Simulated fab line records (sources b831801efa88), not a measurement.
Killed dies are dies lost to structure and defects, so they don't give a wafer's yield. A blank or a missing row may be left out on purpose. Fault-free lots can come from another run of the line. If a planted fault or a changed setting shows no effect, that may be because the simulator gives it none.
fab line records + flow gf180mcu
record
- lots=13
- wafers=39
- last-day=34
route steps=602 shown HV_LDD@195 PSD@254 NSD@262 SAB@277
lots that met no fault: taken from a fault-free run of the same line
start-h: hours from the record's first day to the start of the lot's first wafer shown + wait-h: hours from the lot's prior step to this one + " unchanged from the row above + L1.1+2: one row covering several wafers at once + - either no value or no given start + * or withheld: withheld + < > ~ a bound
route shown NAME@n: a module of which the file shows steps, and the number in the route of the first + usual: mean/standard deviation taken from wafers without a fault + same: alike in all rows + chamber/n: place in a boat + sites: readings site by site + _std_site: the standard deviation of these + _edge_site: the outer-site mean with the inner-site mean subtracted + radius-mm: how far each site lies from the wafer's centre + mask NAME#n: copy n + behind: the last tool/chamber to shape the wafer + hold: what put the lot on hold/how long, in hours/how the hold closed + device: names the non-switching transistor (n, p or np) + end of line: the tests these same wafers got at the end of their route + a step given without rows: its recipe and nothing more + killed: dies that structure and defects cost at the first sort, which is not the same as the wafer's yield + map: dies across one wafer; x = killed, . = not, _ = none there
set.NAME: setting as actually run; set.NAME@STEP: the setting as run at that earlier step + model.NAME: the simulator's own value behind a step, which no gauge read
steps of the route over a sample of lots; a table a step, a row a wafer
services: when a tool's chamber went out of use (start-h, in hours from the record's first day, below 0 if earlier), for how many hours, and the reason
## steps
# step GF_HV_LDD_CD_MEAS_19
# recipe
- target-cd-nm=400
# usual
- cd-nm=400.0/2.6
| lot.wafer | tool      | chamber | start-h | wait-h | cd-nm |
|-----------|-----------|---------|---------|--------|-------|
| L950.1    | cd-sem-01 | -       | 246.13  | 0.1    | 402.5 |
| L950.2    | "         | -       | "       | "      | 403.6 |
| L950.4    | "         | -       | "       | "      | 402.8 |
| L951.2    | cd-sem-01 | -       | 247.13  | 0.1    | 400.6 |
| L951.3    | "         | -       | "       | "      | 399.8 |
| L951.5    | "         | -       | "       | "      | 401.0 |
| L954.2    | cd-sem-02 | -       | 269.65  | 0.1    | 396.9 |
| L954.5    | "         | -       | "       | "      | 398.7 |
| L954.6    | "         | -       | "       | "      | 395.4 |
| L955.2    | cd-sem-01 | -       | 277.15  | 0.1    | 398.0 |
| L955.4    | "         | -       | "       | "      | 395.8 |
| L955.6    | "         | -       | "       | "      | 397.6 |
| L957.3    | cd-sem-02 | -       | 296.65  | 0.1    | 394.0 |
| L957.4    | "         | -       | "       | "      | 394.7 |
| L957.5    | "         | -       | "       | "      | 394.6 |
| L958.3    | cd-sem-01 | -       | 301.17  | 0.1    | 400.2 |
| L958.4    | "         | -       | "       | "      | 399.7 |
| L958.5    | "         | -       | "       | "      | 398.6 |
| L959.4    | cd-sem-02 | -       | 314.82  | 0.1    | 400.7 |
| L959.5    | "         | -       | "       | "      | 399.6 |
| L959.6    | "         | -       | "       | "      | 398.0 |
| L962.2    | cd-sem-01 | -       | 333.10  | 0.1    | 402.7 |
| L962.3    | "         | -       | "       | "      | 401.8 |
| L962.6    | "         | -       | "       | "      | 404.0 |
| L963.2    | cd-sem-02 | -       | 342.45  | 0.1    | 398.7 |
| L963.3    | "         | -       | "       | "      | 399.4 |
| L963.5    | "         | -       | "       | "      | 399.8 |
| L964.1    | cd-sem-02 | -       | 348.03  | 0.1    | 397.2 |
| L964.3    | "         | -       | "       | "      | 396.6 |
| L964.6    | "         | -       | "       | "      | 396.0 |
| L965.1    | cd-sem-02 | -       | 351.53  | 0.1    | 399.1 |
| L965.2    | "         | -       | "       | "      | 399.1 |
| L965.4    | "         | -       | "       | "      | 396.8 |
| L966.1    | cd-sem-02 | -       | 364.93  | 0.1    | 400.2 |
| L966.2    | "         | -       | "       | "      | 399.3 |
| L966.4    | "         | -       | "       | "      | 398.7 |
| L972.1    | cd-sem-02 | -       | 419.86  | 0.1    | 400.6 |
| L972.3    | "         | -       | "       | "      | 400.1 |
| L972.4    | "         | -       | "       | "      | 398.7 |
# step GF_PSD_DEVELOP_06
# recipe
- develop-time-s=60
- dev-temp-c=23
# usual
- developer-temp-C=23.02/0.1
# same
- develop-time-s=60
| lot.wafer | tool           | chamber | start-h | wait-h | developer-temp-C |
|-----------|----------------|---------|---------|--------|------------------|
| L950.1    | litho-track-01 | 0       | 328.34  | 0.1    | 23.01            |
| L950.2    | "              | 0       | "       | "      | 22.95            |
| L950.4    | "              | 0       | "       | "      | 22.98            |
| L951.2    | litho-track-01 | 0       | 332.47  | 0.1    | 23.16            |
| L951.3    | "              | 0       | "       | "      | 23.17            |
| L951.5    | "              | 0       | "       | "      | 23.14            |
| L954.2    | litho-track-04 | 0       | 356.13  | 0.1    | 23.05            |
| L954.5    | "              | 0       | "       | "      | 22.77            |
| L954.6    | "              | 0       | "       | "      | 22.84            |
| L955.2    | litho-track-04 | 0       | 364.93  | 0.1    | 22.90            |
| L955.4    | "              | 0       | "       | "      | 22.98            |
| L955.6    | "              | 0       | "       | "      | 23.13            |
| L957.3    | litho-track-01 | 0       | 385.99  | 0.1    | 23.08            |
| L957.4    | "              | 0       | "       | "      | 23.04            |
| L957.5    | "              | 0       | "       | "      | 23.07            |
| L958.3    | litho-track-03 | 0       | 389.93  | 0.1    | 23.04            |
| L958.4    | "              | 0       | "       | "      | 23.12            |
| L958.5    | "              | 0       | "       | "      | 23.15            |
| L959.4    | litho-track-04 | 0       | 406.98  | 0.1    | 23.00            |
| L959.5    | "              | 0       | "       | "      | 23.12            |
| L959.6    | "              | 0       | "       | "      | 23.06            |
| L962.2    | litho-track-04 | 0       | 429.18  | 0.1    | 22.98            |
| L962.3    | "              | 0       | "       | "      | 23.02            |
| L962.6    | "              | 0       | "       | "      | 22.98            |
| L963.2    | litho-track-01 | 0       | 440.02  | 0.1    | 22.88            |
| L963.3    | "              | 0       | "       | "      | 22.84            |
| L963.5    | "              | 0       | "       | "      | 22.85            |
| L964.1    | litho-track-04 | 0       | 447.66  | 0.1    | 25.38            |
| L964.3    | "              | 0       | "       | "      | 25.31            |
| L964.6    | "              | 0       | "       | "      | 25.41            |
| L965.1    | litho-track-04 | 0       | 451.31  | 0.1    | 25.10            |
| L965.2    | "              | 0       | "       | "      | 25.21            |
| L965.4    | "              | 0       | "       | "      | 25.35            |
| L966.1    | litho-track-04 | 0       | 462.21  | 0.1    | 25.29            |
| L966.2    | "              | 0       | "       | "      | 25.34            |
| L966.4    | "              | 0       | "       | "      | 25.35            |
| L972.1    | litho-track-03 | 0       | 520.97  | 0.1    | 23.09            |
| L972.3    | "              | 0       | "       | "      | 23.03            |
| L972.4    | "              | 0       | "       | "      | 23.14            |
# step GF_PSD_CD_MEAS_07
# recipe
- target-cd-nm=400
# usual
- cd-nm=398.5/2.3
| lot.wafer | tool      | chamber | start-h | wait-h | cd-nm |
|-----------|-----------|---------|---------|--------|-------|
| L950.1    | cd-sem-01 | -       | 328.49  | 0.1    | 397.4 |
| L950.2    | "         | -       | "       | "      | 399.0 |
| L950.4    | "         | -       | "       | "      | 395.6 |
| L951.2    | cd-sem-02 | -       | 332.61  | 0.1    | 401.0 |
| L951.3    | "         | -       | "       | "      | 399.6 |
| L951.5    | "         | -       | "       | "      | 398.3 |
| L954.2    | cd-sem-01 | -       | 356.28  | 0.1    | 403.7 |
| L954.5    | "         | -       | "       | "      | 405.0 |
| L954.6    | "         | -       | "       | "      | 404.0 |
| L955.2    | cd-sem-02 | -       | 365.08  | 0.1    | 400.0 |
| L955.4    | "         | -       | "       | "      | 400.0 |
| L955.6    | "         | -       | "       | "      | 398.1 |
| L957.3    | cd-sem-02 | -       | 386.13  | 0.1    | 399.2 |
| L957.4    | "         | -       | "       | "      | 397.6 |
| L957.5    | "         | -       | "       | "      | 400.4 |
| L958.3    | cd-sem-02 | -       | 390.07  | 0.1    | 400.3 |
| L958.4    | "         | -       | "       | "      | 398.8 |
| L958.5    | "         | -       | "       | "      | 399.0 |
| L959.4    | cd-sem-01 | -       | 407.12  | 0.1    | 397.0 |
| L959.5    | "         | -       | "       | "      | 397.2 |
| L959.6    | "         | -       | "       | "      | 398.5 |
| L962.2    | cd-sem-02 | -       | 429.33  | 0.1    | 397.5 |
| L962.3    | "         | -       | "       | "      | 399.9 |
| L962.6    | "         | -       | "       | "      | 399.6 |
| L963.2    | cd-sem-01 | -       | 440.16  | 0.1    | 398.0 |
| L963.3    | "         | -       | "       | "      | 397.8 |
| L963.5    | "         | -       | "       | "      | 401.4 |
| L964.1    | cd-sem-01 | -       | 447.81  | 0.1    | 389.6 |
| L964.3    | "         | -       | "       | "      | 386.6 |
| L964.6    | "         | -       | "       | "      | 388.9 |
| L965.1    | cd-sem-02 | -       | 451.46  | 0.1    | 388.7 |
| L965.2    | "         | -       | "       | "      | 388.8 |
| L965.4    | "         | -       | "       | "      | 388.0 |
| L966.1    | cd-sem-02 | -       | 462.36  | 0.1    | 388.6 |
| L966.2    | "         | -       | "       | "      | 391.0 |
| L966.4    | "         | -       | "       | "      | 387.4 |
| L972.1    | cd-sem-02 | -       | 521.12  | 0.1    | 402.4 |
| L972.3    | "         | -       | "       | "      | 401.1 |
| L972.4    | "         | -       | "       | "      | 401.6 |
# step GF_PSD_RS_MEAS_14
# recipe
- thk-meas-gauge=four-point-probe
# usual
- NSD_RS=46.10/0.12
| lot.wafer | tool          | chamber | start-h | wait-h | NSD_RS[ohm/sq] |
|-----------|---------------|---------|---------|--------|----------------|
| L950.1    | film-metro-02 | -       | 329.10  | 0.1    | 45.95          |
| L950.2    | "             | -       | "       | "      | 45.94          |
| L950.4    | "             | -       | "       | "      | 46.01          |
| L951.2    | film-metro-04 | -       | 333.21  | 0.1    | 46.12          |
| L951.3    | "             | -       | "       | "      | 45.93          |
| L951.5    | "             | -       | "       | "      | 46.14          |
| L954.2    | film-metro-04 | -       | 356.88  | 0.1    | 46.14          |
| L954.5    | "             | -       | "       | "      | 46.18          |
| L954.6    | "             | -       | "       | "      | 46.21          |
| L955.2    | film-metro-01 | -       | 365.70  | 0.1    | 46.05          |
| L955.4    | "             | -       | "       | "      | 45.93          |
| L955.6    | "             | -       | "       | "      | 45.92          |
| L957.3    | film-metro-04 | -       | 386.73  | 0.1    | 46.29          |
| L957.4    | "             | -       | "       | "      | 46.20          |
| L957.5    | "             | -       | "       | "      | 46.19          |
| L958.3    | film-metro-02 | -       | 390.67  | 0.1    | 46.14          |
| L958.4    | "             | -       | "       | "      | 46.06          |
| L958.5    | "             | -       | "       | "      | 46.07          |
| L959.4    | film-metro-04 | -       | 407.72  | 0.1    | 46.34          |
| L959.5    | "             | -       | "       | "      | 46.29          |
| L959.6    | "             | -       | "       | "      | 46.40          |
| L962.2    | film-metro-02 | -       | 429.93  | 0.1    | 46.05          |
| L962.3    | "             | -       | "       | "      | 46.06          |
| L962.6    | "             | -       | "       | "      | 45.96          |
| L963.2    | film-metro-01 | -       | 440.76  | 0.1    | 45.97          |
| L963.3    | "             | -       | "       | "      | 45.84          |
| L963.5    | "             | -       | "       | "      | 45.97          |
| L964.1    | film-metro-04 | -       | 448.41  | 0.1    | 46.13          |
| L964.3    | "             | -       | "       | "      | 46.24          |
| L964.6    | "             | -       | "       | "      | 46.21          |
| L965.1    | film-metro-01 | -       | 452.79  | 0.1    | 45.99          |
| L965.2    | "             | -       | "       | "      | 45.94          |
| L965.4    | "             | -       | "       | "      | 45.96          |
| L966.1    | film-metro-04 | -       | 462.96  | 0.1    | 46.39          |
| L966.2    | "             | -       | "       | "      | 46.18          |
| L966.4    | "             | -       | "       | "      | 46.20          |
| L972.1    | film-metro-01 | -       | 521.72  | 0.1    | 46.03          |
| L972.3    | "             | -       | "       | "      | 46.06          |
| L972.4    | "             | -       | "       | "      | 46.00          |
# step GF_SAB_STRIP_13
# recipe
- chemistry=O2/N2
- power-w=1400
- pressure-mtorr=1500
- platen-temp-c=250
- o2-flow-sccm=3000
- n2-flow-sccm=300
- overash-fraction=0.5
# usual
- drypump-motor-current-A=5.5/0.39
- heater-power-w=331/25
- oes-product-au=0.709/0.0044
- strip-time-to-endpoint-s=12.62/0.034
| lot.wafer | tool            | chamber | start-h | wait-h | drypump-motor-current-A | heater-power-w | oes-product-au | rf-hours-counter-h | strip-time-to-endpoint-s |
|-----------|-----------------|---------|---------|--------|-------------------------|----------------|----------------|--------------------|--------------------------|
| L950.1    | plasma-asher-01 | 0       | 350.96  | 0.0    | 5.8                     | 330            | 0.715          | 75                 | 12.63                    |
| L950.2    | "               | 1       | "       | "      | 5.9                     | 332            | 0.705          | 75                 | 12.63                    |
| L950.4    | "               | 1       | "       | "      | 5.9                     | 333            | 0.704          | -                  | 12.63                    |
| L951.2    | plasma-asher-02 | 0       | 355.65  | 0.0    | 5.3                     | 324            | 0.712          | 48                 | 12.64                    |
| L951.3    | "               | 1       | "       | "      | 5.0                     | 367            | 0.712          | -                  | 12.66                    |
| L951.5    | "               | 0       | "       | "      | 5.3                     | 329            | 0.709          | -                  | 12.64                    |
| L954.2    | plasma-asher-02 | 1       | 379.10  | 0.0    | 5.0                     | 366            | 0.715          | 51                 | 12.68                    |
| L954.5    | "               | 1       | "       | "      | 5.0                     | 358            | 0.712          | -                  | 12.64                    |
| L954.6    | "               | 0       | "       | "      | 5.3                     | 329            | 0.705          | -                  | 12.66                    |
| L955.2    | plasma-asher-01 | 0       | 388.20  | 0.0    | 5.8                     | 332            | 0.708          | 79                 | 12.60                    |
| L955.4    | "               | 0       | "       | "      | 5.8                     | 341            | 0.701          | -                  | 12.58                    |
| L955.6    | "               | 1       | "       | "      | 5.9                     | 324            | 0.709          | -                  | 12.60                    |
| L957.3    | plasma-asher-02 | 1       | 409.79  | 0.0    | 5.0                     | 366            | 0.709          | -                  | 12.60                    |
| L957.4    | "               | 0       | "       | "      | 5.3                     | 317            | 0.712          | -                  | 12.62                    |
| L957.5    | "               | 1       | "       | "      | 5.0                     | 358            | 0.703          | -                  | 12.62                    |
| L958.3    | plasma-asher-01 | 1       | 414.18  | 0.0    | 5.8                     | 332            | 0.697          | -                  | 12.65                    |
| L958.4    | "               | 0       | "       | "      | 5.8                     | 339            | 0.705          | -                  | 12.66                    |
| L958.5    | "               | 1       | "       | "      | 5.9                     | 327            | 0.711          | -                  | 12.67                    |
| L959.4    | plasma-asher-03 | 1       | 432.07  | 0.0    | 5.8                     | 331            | 0.699          | -                  | 12.51                    |
| L959.5    | "               | 1       | "       | "      | 5.8                     | 331            | 0.708          | -                  | 12.54                    |
| L959.6    | "               | 0       | "       | "      | 6.1                     | 283            | 0.712          | -                  | 12.55                    |
| L962.2    | plasma-asher-02 | 0       | 454.08  | 0.0    | 5.3                     | 322            | 0.704          | 59                 | 12.66                    |
| L962.3    | "               | 0       | "       | "      | 5.3                     | 316            | 0.706          | -                  | 12.65                    |
| L962.6    | "               | 0       | "       | "      | 5.3                     | 315            | 0.711          | -                  | 12.63                    |
| L963.2    | plasma-asher-01 | 1       | 465.68  | 0.0    | 5.9                     | 320            | 0.715          | 87                 | 12.60                    |
| L963.3    | "               | 1       | "       | "      | 5.8                     | 326            | 0.712          | -                  | 12.60                    |
| L963.5    | "               | 0       | "       | "      | 5.8                     | 335            | 0.713          | -                  | 12.62                    |
| L964.1    | plasma-asher-01 | 0       | 472.58  | 0.0    | 5.8                     | 338            | 0.713          | 88                 | 12.63                    |
| L964.3    | "               | 1       | "       | "      | 5.9                     | 330            | 0.717          | -                  | 12.61                    |
| L964.6    | "               | 0       | "       | "      | 5.8                     | 339            | 0.702          | -                  | 12.60                    |
| L965.1    | plasma-asher-01 | 0       | 477.55  | 0.0    | 5.8                     | 334            | 0.712          | 89                 | 12.61                    |
| L965.2    | "               | 1       | "       | "      | 5.8                     | 335            | 0.706          | 89                 | 12.63                    |
| L965.4    | "               | 0       | "       | "      | 5.8                     | 334            | 0.702          | -                  | 12.56                    |
| L966.1    | plasma-asher-02 | 0       | 487.48  | 0.0    | 5.3                     | 315            | 0.715          | 62                 | 12.60                    |
| L966.2    | "               | 1       | "       | "      | 5.0                     | 366            | 0.709          | 62                 | 12.56                    |
| L966.4    | "               | 0       | "       | "      | 5.3                     | 326            | 0.706          | -                  | 12.59                    |
| L972.1    | plasma-asher-02 | 1       | 544.70  | 0.0    | 5.0                     | 371            | 0.707          | 70                 | 12.66                    |
| L972.3    | "               | 0       | "       | "      | 5.3                     | 327            | 0.703          | -                  | 12.60                    |
| L972.4    | "               | 1       | "       | "      | 5.0                     | 367            | 0.709          | -                  | 12.59                    |
## services
| tool            | chamber | start-h | hours | kind       |
|-----------------|---------|---------|-------|------------|
| plasma-asher-01 | -       | 334.46  | 6.2   | repair     |
| plasma-asher-02 | -       | 338.81  | 0.4   | repair     |
| plasma-asher-01 | -       | 392.26  | 3.7   | repair     |
| plasma-asher-03 | -       | 412.22  | 0.5   | repair     |
| plasma-asher-03 | -       | 421.25  | 9.0   | pm         |
| plasma-asher-03 | 0       | 421.25  | 9.0   | vent-cycle |
| plasma-asher-03 | 1       | 421.25  | 9.0   | vent-cycle |
| plasma-asher-03 | 0       | 430.25  | -     | clean      |
| plasma-asher-03 | 1       | 430.25  | -     | clean      |
| plasma-asher-03 | -       | 495.22  | 2.7   | repair     |
| plasma-asher-03 | -       | 498.47  | 34.6  | pm         |
| plasma-asher-01 | -       | 521.72  | 7.1   | repair     |
## key
first-sign
- step=GF_PSD_DEVELOP_06
- reading=developer-temp-C
- direction=up
- sigmas=22
- usual=*
- struck=*
effect
- step=GF_PSD_CD_MEAS_07
- reading=cd-nm
- direction=down
- sigmas=4.3
- usual=398.5
- struck=388.6
- through=control-loop
met-at GF_PSD_DEVELOP_06
struck-lots L964,L965,L966
tester-left-out L964,L965,L966
loop-trim
- step=GF_PSD_EXPOSE_04
- setting=dose
- lots=L966
not-acting-at GF_HV_LDD_CD_MEAS_19,GF_PSD_RS_MEAS_14,GF_SAB_STRIP_13
onset-between 429.18 447.66
fault
- kind=process-parameter-drift
- tool=litho-track-04
- chamber=-
- onset-h=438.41
- steps=GF_PSD_DEVELOP_06
- channel=dev-temp-c
- offset=*
- shape=step
- end-h=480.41
- acts-in=*
- stated=*
# tester-left-out: of these lots the tester's yield and bins aren't shown, on N5 and GAA mostly nor the transistor test; their killed dies are dies lost to structure and defects alone, not to doping, threshold or leakage, so they don't give the yield
# loop-trim: a control loop set the setting to another value than it would have without faults
